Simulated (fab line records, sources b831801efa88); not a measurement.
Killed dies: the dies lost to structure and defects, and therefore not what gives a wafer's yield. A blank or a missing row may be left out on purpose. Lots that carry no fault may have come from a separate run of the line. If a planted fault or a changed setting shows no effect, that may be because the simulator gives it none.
Which of the tools did it? || flow gf180mcu || 11 lots with 33 wafers sampled at 5 steps, on a route of 602 steps

## WHAT EACH GAUGE READ, for each wafer
GF_V2_THK_MEAS_01.
{"lot": "L628", "measured": "day 20 14:04", "on": "film-metro-04", "V2_CVD_00_THK (nm)": "600 607 608"}
{"lot": "L629", "measured": "day 20 17:02", "on": "film-metro-02", "V2_CVD_00_THK (nm)": "603 600 597"}
{"lot": "L630", "measured": "day 20 20:45", "on": "film-metro-01", "V2_CVD_00_THK (nm)": "600 604 619"}
{"lot": "L632", "measured": "day 21 21:52", "on": "film-metro-01", "V2_CVD_00_THK (nm)": "599 602 611"}
{"lot": "L634", "measured": "day 22 18:24", "on": "film-metro-02", "V2_CVD_00_THK (nm)": "613 595 605"}
{"lot": "L635", "measured": "day 22 19:53", "on": "film-metro-04", "V2_CVD_00_THK (nm)": "601 607 616"}
{"lot": "L643", "measured": "day 25 12:20", "on": "film-metro-01", "V2_CVD_00_THK (nm)": "610 610 606"}
{"lot": "L644", "measured": "day 25 18:07", "on": "film-metro-02", "V2_CVD_00_THK (nm)": "614 617 612"}
{"lot": "L645", "measured": "day 25 18:23", "on": "film-metro-04", "V2_CVD_00_THK (nm)": "605 604 610"}
{"lot": "L646", "measured": "day 26 13:53", "on": "film-metro-02", "V2_CVD_00_THK (nm)": "604 605 592"}
{"lot": "L647", "measured": "day 26 14:33", "on": "film-metro-01", "V2_CVD_00_THK (nm)": "608 604 604"}

GF_M3_RS_MEAS_05: uses a four-point probe to measure.
{"lot": "L628", "measured": "day 21 16:21", "on": "film-metro-03", "M3_ALCU_RS (ohm/sq)": "0.0693 0.0686 0.0693"}
{"lot": "L629", "measured": "day 21 19:28", "on": "film-metro-02", "M3_ALCU_RS (ohm/sq)": "0.0703 0.0697 0.0703"}
{"lot": "L630", "measured": "day 21 22:55", "on": "film-metro-03", "M3_ALCU_RS (ohm/sq)": "0.0690 0.0694 0.0701"}
{"lot": "L632", "measured": "day 22 23:43", "on": "film-metro-02", "M3_ALCU_RS (ohm/sq)": "0.0695 0.0697 0.0701"}
{"lot": "L634", "measured": "day 23 19:50", "on": "film-metro-01", "M3_ALCU_RS (ohm/sq)": "0.0679 0.0690 0.0682 0.0680 0.0691 0.0682"}
{"lot": "L635", "measured": "day 23 20:44", "on": "film-metro-02", "M3_ALCU_RS (ohm/sq)": "0.0688 0.0700 0.0687 0.0688 0.0700 0.0689"}
{"lot": "L643", "measured": "day 26 11:41", "on": "film-metro-02", "M3_ALCU_RS (ohm/sq)": "0.0695 0.0680 0.0689"}
{"lot": "L644", "measured": "day 26 17:47", "on": "film-metro-02", "M3_ALCU_RS (ohm/sq)": "0.0692 0.0689 0.0695"}
{"lot": "L645", "measured": "day 26 17:53", "on": "film-metro-01", "M3_ALCU_RS (ohm/sq)": "0.0694 0.0696 0.0695"}
{"lot": "L646", "measured": "day 27 12:56", "on": "film-metro-03", "M3_ALCU_RS (ohm/sq)": "0.0708 0.0700 0.0705"}
{"lot": "L647", "measured": "day 27 14:34", "on": "film-metro-03", "M3_ALCU_RS (ohm/sq)": "0.0695 0.0684 0.0698"}

## WHICH TOOL RAN EACH LOT (tool, then ch and the chambers of the sampled wafers, then the start)
{"lot": "L628", "GF_V2_ETCH_16": "rie-diel-02 ch 0,1,2, day 21 14:46", "GF_V2_ETCH_17": "rie-diel-02 ch 0,1,2, day 21 16:14 or earlier", "GF_M3_SPUTTER_01": "pvd-sputter-03, day 21 16:14"}
{"lot": "L629", "GF_V2_ETCH_16": "rie-diel-03 ch 0,1,2, day 21 17:52", "GF_V2_ETCH_17": "rie-diel-03 ch 0,1,2, day 21 19:20 or earlier", "GF_M3_SPUTTER_01": "pvd-sputter-01, day 21 19:20"}
{"lot": "L630", "GF_V2_ETCH_16": "rie-diel-02 ch 0,2,3, day 21 21:19", "GF_V2_ETCH_17": "rie-diel-02 ch 0,2,3, day 21 22:46 or earlier", "GF_M3_SPUTTER_01": "pvd-sputter-03, day 21 22:46"}
{"lot": "L632", "GF_V2_ETCH_16": "rie-diel-04 ch 0,1,3, day 22 22:07", "GF_V2_ETCH_17": "rie-diel-04 ch 0,1,3, day 22 23:35 or earlier", "GF_M3_SPUTTER_01": "pvd-sputter-02, day 22 23:35"}
{"lot": "L634", "GF_V2_ETCH_16": "rie-diel-02 ch 0,1, day 23 18:01", "GF_V2_ETCH_17": "rie-diel-02 ch 0,1, day 23 19:41 or earlier", "GF_M3_SPUTTER_01": "pvd-sputter-01, day 23 19:41"}
{"lot": "L635", "GF_V2_ETCH_16": "rie-diel-03 ch 1,2, day 23 18:58", "GF_V2_ETCH_17": "rie-diel-03 ch 1,2, day 23 20:37 or earlier", "GF_M3_SPUTTER_01": "pvd-sputter-01, day 23 20:37"}
{"lot": "L643", "GF_V2_ETCH_16": "rie-diel-02 ch 0,2, day 26 10:04", "GF_V2_ETCH_17": "rie-diel-02 ch 0,2, day 26 11:34 or earlier", "GF_M3_SPUTTER_01": "pvd-sputter-01, day 26 11:34"}
{"lot": "L644", "GF_V2_ETCH_16": "rie-diel-04 ch 2,3, day 26 16:13", "GF_V2_ETCH_17": "rie-diel-04 ch 2,3, day 26 17:40 or earlier", "GF_M3_SPUTTER_01": "pvd-sputter-01, day 26 17:40"}
{"lot": "L645", "GF_V2_ETCH_16": "rie-diel-03 ch 1,2, day 26 16:13", "GF_V2_ETCH_17": "rie-diel-03 ch 1,2, day 26 17:46 or earlier", "GF_M3_SPUTTER_01": "pvd-sputter-02, day 26 17:46"}
{"lot": "L646", "GF_V2_ETCH_16": "rie-diel-03 ch 1,3, day 27 11:22", "GF_V2_ETCH_17": "rie-diel-03 ch 1,3, day 27 12:49 or earlier", "GF_M3_SPUTTER_01": "pvd-sputter-02, day 27 12:49"}
{"lot": "L647", "GF_V2_ETCH_16": "rie-diel-02 ch 0,1, day 27 12:58", "GF_V2_ETCH_17": "rie-diel-02 ch 0,1, day 27 14:25 or earlier", "GF_M3_SPUTTER_01": "pvd-sputter-01, day 27 14:25"}
- GF_V2_ETCH_16: etches BARC in N2/H2.
- GF_V2_ETCH_17: etches SiO2 in C4F8/O2/Ar, stops on TiN, target depth 630 nm.
- GF_M3_SPUTTER_01: material TiN, target thk 30 nm, time 25 s.

## AS READ BY THE TOOLS THEMSELVES (means over the sampled wafers that have a number; for cases with no such wafer, the mark the record gives instead)
GF_V2_ETCH_16.
{"lot": "L628", "tool": "rie-diel-02", "drypump-motor-current-A (A)": 5.2, "n2-flow-sccm (sccm)": 99.95, "oes-product-au (a.u.)": 0.857, "throttle-valve-pct (%)": 13.224}
{"lot": "L629", "tool": "rie-diel-03", "drypump-motor-current-A (A)": 5.9, "n2-flow-sccm (sccm)": 99.88, "oes-product-au (a.u.)": 0.850, "throttle-valve-pct (%)": 13.233}
{"lot": "L630", "tool": "rie-diel-02", "drypump-motor-current-A (A)": 5.1, "n2-flow-sccm (sccm)": 100.29, "oes-product-au (a.u.)": 0.850, "throttle-valve-pct (%)": 13.228}
{"lot": "L632", "tool": "rie-diel-04", "drypump-motor-current-A (A)": 5.7, "n2-flow-sccm (sccm)": 99.67, "oes-product-au (a.u.)": 0.853, "throttle-valve-pct (%)": 13.224}
{"lot": "L634", "tool": "rie-diel-02", "drypump-motor-current-A (A)": 5.5, "n2-flow-sccm (sccm)": 100.05, "oes-product-au (a.u.)": 0.858, "throttle-valve-pct (%)": 13.222}
{"lot": "L635", "tool": "rie-diel-03", "drypump-motor-current-A (A)": 6.3, "n2-flow-sccm (sccm)": 100.21, "oes-product-au (a.u.)": 0.853, "throttle-valve-pct (%)": 13.216}
{"lot": "L643", "tool": "rie-diel-02", "drypump-motor-current-A (A)": 4.9, "n2-flow-sccm (sccm)": 100.28, "oes-product-au (a.u.)": 0.853, "throttle-valve-pct (%)": 13.223}
{"lot": "L644", "tool": "rie-diel-04", "drypump-motor-current-A (A)": 5.9, "n2-flow-sccm (sccm)": 100.12, "oes-product-au (a.u.)": 0.857, "throttle-valve-pct (%)": 13.228}
{"lot": "L645", "tool": "rie-diel-03", "drypump-motor-current-A (A)": 5.9, "n2-flow-sccm (sccm)": 100.20, "oes-product-au (a.u.)": 0.857, "throttle-valve-pct (%)": 13.228}
{"lot": "L646", "tool": "rie-diel-03", "drypump-motor-current-A (A)": 5.8, "n2-flow-sccm (sccm)": 99.82, "oes-product-au (a.u.)": 0.853, "throttle-valve-pct (%)": 13.227}
{"lot": "L647", "tool": "rie-diel-02", "drypump-motor-current-A (A)": 5.2, "n2-flow-sccm (sccm)": 100.25, "oes-product-au (a.u.)": 0.851, "throttle-valve-pct (%)": 13.229}

GF_V2_ETCH_17.
{"lot": "L628", "tool": "rie-diel-02", "oes-product-au (a.u.)": 0.858}
{"lot": "L629", "tool": "rie-diel-03", "oes-product-au (a.u.)": 0.854}
{"lot": "L630", "tool": "rie-diel-02", "oes-product-au (a.u.)": 0.855}
{"lot": "L632", "tool": "rie-diel-04", "oes-product-au (a.u.)": 0.855}
{"lot": "L634", "tool": "rie-diel-02", "oes-product-au (a.u.)": 0.854}
{"lot": "L635", "tool": "rie-diel-03", "oes-product-au (a.u.)": 0.856}
{"lot": "L643", "tool": "rie-diel-02", "oes-product-au (a.u.)": 0.856}
{"lot": "L644", "tool": "rie-diel-04", "oes-product-au (a.u.)": 0.859}
{"lot": "L645", "tool": "rie-diel-03", "oes-product-au (a.u.)": 0.853}
{"lot": "L646", "tool": "rie-diel-03", "oes-product-au (a.u.)": 0.857}
{"lot": "L647", "tool": "rie-diel-02", "oes-product-au (a.u.)": 0.855}

GF_M3_SPUTTER_01.
{"lot": "L628", "tool": "pvd-sputter-03", "cathode-dc-power-W (W)": 6500.9, "chamber-pressure-pa (Pa)": 0.4000, "throttle-valve-pct (%)": 29.5}
{"lot": "L629", "tool": "pvd-sputter-01", "cathode-dc-power-W (W)": 6499.9, "chamber-pressure-pa (Pa)": 0.3992, "throttle-valve-pct (%)": 29.4}
{"lot": "L630", "tool": "pvd-sputter-03", "cathode-dc-power-W (W)": 6501.2, "chamber-pressure-pa (Pa)": 0.3994, "throttle-valve-pct (%)": 29.6}
{"lot": "L632", "tool": "pvd-sputter-02", "cathode-dc-power-W (W)": 6499.9, "chamber-pressure-pa (Pa)": 0.3999, "throttle-valve-pct (%)": 30.5}
{"lot": "L634", "tool": "pvd-sputter-01", "cathode-dc-power-W (W)": "-", "chamber-pressure-pa (Pa)": "-", "throttle-valve-pct (%)": "-"}
{"lot": "L635", "tool": "pvd-sputter-01", "cathode-dc-power-W (W)": "-", "chamber-pressure-pa (Pa)": "-", "throttle-valve-pct (%)": "-"}
{"lot": "L643", "tool": "pvd-sputter-01", "cathode-dc-power-W (W)": 6499.2, "chamber-pressure-pa (Pa)": 0.4005, "throttle-valve-pct (%)": 30.0}
{"lot": "L644", "tool": "pvd-sputter-01", "cathode-dc-power-W (W)": 6499.9, "chamber-pressure-pa (Pa)": 0.3999, "throttle-valve-pct (%)": 28.3}
{"lot": "L645", "tool": "pvd-sputter-02", "cathode-dc-power-W (W)": 6500.2, "chamber-pressure-pa (Pa)": 0.3998, "throttle-valve-pct (%)": 30.6}
{"lot": "L646", "tool": "pvd-sputter-02", "cathode-dc-power-W (W)": 6499.8, "chamber-pressure-pa (Pa)": 0.3993, "throttle-valve-pct (%)": 30.7}
{"lot": "L647", "tool": "pvd-sputter-01", "cathode-dc-power-W (W)": 6499.1, "chamber-pressure-pa (Pa)": 0.4000, "throttle-valve-pct (%)": 29.3}

## THE ANSWER, worked out from the rows above alone
Rule: what is usual is taken from the lots themselves. The widest of any qualifying gaps counts: lots, ordered by their means at a reading, are off when they make up no more than a third of the lots, leave a main group of 4 or more, and stand apart from it by 3 or more times the standard deviation of that group's means. A main group is skipped when, at the precision printed for the reading in the tables above, its means are all equal. A lot without any number at a reading at which 4 lots or more have one is off too. All remaining lots with rows at the step are treated as sound. Order of review: gauges by route order, followed by the tools' own readings, for which a lot's mean as printed above is used. At the first step where some lot is off, the reading lying furthest off is the one used; lots without a number count as furthest.
Off at GF_M3_SPUTTER_01 (cathode-dc-power-W): L634, L635. Without a number there: L634, L635. Mean 6500.0 W and standard deviation 0.65 in the main group.
A tool fits if, at that step or a process step before it, it ran every lot that is off, and no sound lot after the first of them. GF_V2_ETCH_17 gives no start for some lots, so the hours and the order of its lots are those of GF_M3_SPUTTER_01. No candidate that was tried fits.

## WHAT WAS PUT IN BY THE SIMULATOR
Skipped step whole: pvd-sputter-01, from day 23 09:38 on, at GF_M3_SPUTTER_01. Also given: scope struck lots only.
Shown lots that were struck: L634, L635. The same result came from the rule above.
